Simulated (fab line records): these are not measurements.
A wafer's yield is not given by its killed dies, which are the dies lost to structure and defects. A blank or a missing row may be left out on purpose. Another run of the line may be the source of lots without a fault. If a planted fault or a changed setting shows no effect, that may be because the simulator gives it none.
Shared-tool check || flow gf180mcu || 21 wafers sampled across 7 lots

THE REASON FOR OPENING IT
At GF_HV_LDD_TW_MEAS_38 the reading HV_LDD_3_TW is flagged on 2 of 7 lots. Fault-free wafers read 1445, with a standard deviation of 8.3.
Rule: flag the lot when none of its wafers has a number, or when each of its wafers that has one lies beyond 4 standard deviations from that mean. All remaining lots are regarded as sound.

{"lot": "L421", "measured": "day 11 16:37", "on": "film_metro-04", "HV_LDD_3_TW, wafer by wafer": "1451 1455 1444", "flag": ""}
{"lot": "L422", "measured": "day 12 03:26", "on": "film_metro-02", "HV_LDD_3_TW, wafer by wafer": "1450 1444 1444", "flag": ""}
{"lot": "L423", "measured": "day 12 07:58", "on": "film_metro-01", "HV_LDD_3_TW, wafer by wafer": "1440 1441 1441", "flag": ""}
{"lot": "L424", "measured": "day 12 16:55", "on": "film_metro-04", "HV_LDD_3_TW, wafer by wafer": "1452 1445 1446", "flag": ""}
{"lot": "L425", "measured": "day 13 01:13", "on": "film_metro-01", "HV_LDD_3_TW, wafer by wafer": "1437 1436 1437", "flag": ""}
{"lot": "L433", "measured": "day 15 11:49", "on": "film_metro-04", "HV_LDD_3_TW, wafer by wafer": "1608 1613 1623", "flag": "FLAGGED"}
{"lot": "L434", "measured": "day 15 23:05", "on": "film_metro-01", "HV_LDD_3_TW, wafer by wafer": "1595 1595 1607", "flag": "FLAGGED"}
Average over the flagged lots: 1607; offset from the usual +162, equal to +19 standard deviations.

TOOL THAT RAN EACH LOT
The record holds 2 process steps before the reading, out of a route of 602 steps. Cell contents, in order: the tool; ch with the chambers the sampled wafers went through; the start.
{"lot": "L421", "flag": "", "GF_VT_IMPLANT_STRIP_42": "plasma_asher-02 ch 0,1, day 7 12:45", "GF_HV_LDD_IMPLANT_34": "implanter-02 ch 0, day 11 16:04"}
{"lot": "L422", "flag": "", "GF_VT_IMPLANT_STRIP_42": "plasma_asher-02 ch 0,1, day 7 19:17", "GF_HV_LDD_IMPLANT_34": "implanter-01 ch 0, day 12 02:55"}
{"lot": "L423", "flag": "", "GF_VT_IMPLANT_STRIP_42": "plasma_asher-04 ch 0,1, day 8 01:57", "GF_HV_LDD_IMPLANT_34": "implanter-01 ch 0, day 12 07:26"}
{"lot": "L424", "flag": "", "GF_VT_IMPLANT_STRIP_42": "plasma_asher-02 ch 0, day 8 10:56", "GF_HV_LDD_IMPLANT_34": "implanter-01 ch 0, day 12 16:22"}
{"lot": "L425", "flag": "", "GF_VT_IMPLANT_STRIP_42": "plasma_asher-03 ch 0,1, day 8 17:48", "GF_HV_LDD_IMPLANT_34": "implanter-02 ch 0, day 13 00:40"}
{"lot": "L433", "flag": "FLAGGED", "GF_VT_IMPLANT_STRIP_42": "plasma_asher-02 ch 0,1, day 10 22:45", "GF_HV_LDD_IMPLANT_34": "implanter-03 ch 0, day 15 11:16"}
{"lot": "L434", "flag": "FLAGGED", "GF_VT_IMPLANT_STRIP_42": "plasma_asher-04 ch 0,1, day 11 07:05", "GF_HV_LDD_IMPLANT_34": "implanter-03 ch 0, day 15 22:34"}
These steps, and what they do:
- GF_VT_IMPLANT_STRIP_42: strips in O2/N2.
- GF_HV_LDD_IMPLANT_34
- GF_HV_LDD_TW_MEAS_38

FLAGGED AGAINST TOTAL, ONE TOOL AT A TIME (gauges that did the reading follow at the end)
{"step": "GF_VT_IMPLANT_STRIP_42", "tool": "plasma_asher-02", "lots run": 4, "flagged": 1, "share of the flagged lots": "some", "sound lots run after its first flagged lot": 0}
{"step": "GF_VT_IMPLANT_STRIP_42", "tool": "plasma_asher-03", "lots run": 1, "flagged": 0, "share of the flagged lots": "none", "sound lots run after its first flagged lot": "-"}
{"step": "GF_VT_IMPLANT_STRIP_42", "tool": "plasma_asher-04", "lots run": 2, "flagged": 1, "share of the flagged lots": "some", "sound lots run after its first flagged lot": 0}
{"step": "GF_HV_LDD_IMPLANT_34", "tool": "implanter-01", "lots run": 3, "flagged": 0, "share of the flagged lots": "none", "sound lots run after its first flagged lot": "-"}
{"step": "GF_HV_LDD_IMPLANT_34", "tool": "implanter-02", "lots run": 2, "flagged": 0, "share of the flagged lots": "none", "sound lots run after its first flagged lot": "-"}
{"step": "GF_HV_LDD_IMPLANT_34", "tool": "implanter-03", "lots run": 2, "flagged": 2, "share of the flagged lots": "all", "sound lots run after its first flagged lot": 0}
{"step": "GF_HV_LDD_TW_MEAS_38", "tool": "film_metro-01", "lots run": 3, "flagged": 1, "share of the flagged lots": "some", "sound lots run after its first flagged lot": 0}
{"step": "GF_HV_LDD_TW_MEAS_38", "tool": "film_metro-02", "lots run": 1, "flagged": 0, "share of the flagged lots": "none", "sound lots run after its first flagged lot": "-"}
{"step": "GF_HV_LDD_TW_MEAS_38", "tool": "film_metro-04", "lots run": 3, "flagged": 1, "share of the flagged lots": "some", "sound lots run after its first flagged lot": 0}

WHAT THE TABLE ALLOWS
1 row of the table ran every flagged lot: implanter-03 at GF_HV_LDD_IMPLANT_34.
- implanter-03 at GF_HV_LDD_IMPLANT_34: 2 of its 2 lots flagged. With no sound lot run before its first flagged lot in this sample, there is nothing to narrow down the start.
Just one tool remains: implanter-03 at GF_HV_LDD_IMPLANT_34.

WHAT THE SIMULATOR PUT IN
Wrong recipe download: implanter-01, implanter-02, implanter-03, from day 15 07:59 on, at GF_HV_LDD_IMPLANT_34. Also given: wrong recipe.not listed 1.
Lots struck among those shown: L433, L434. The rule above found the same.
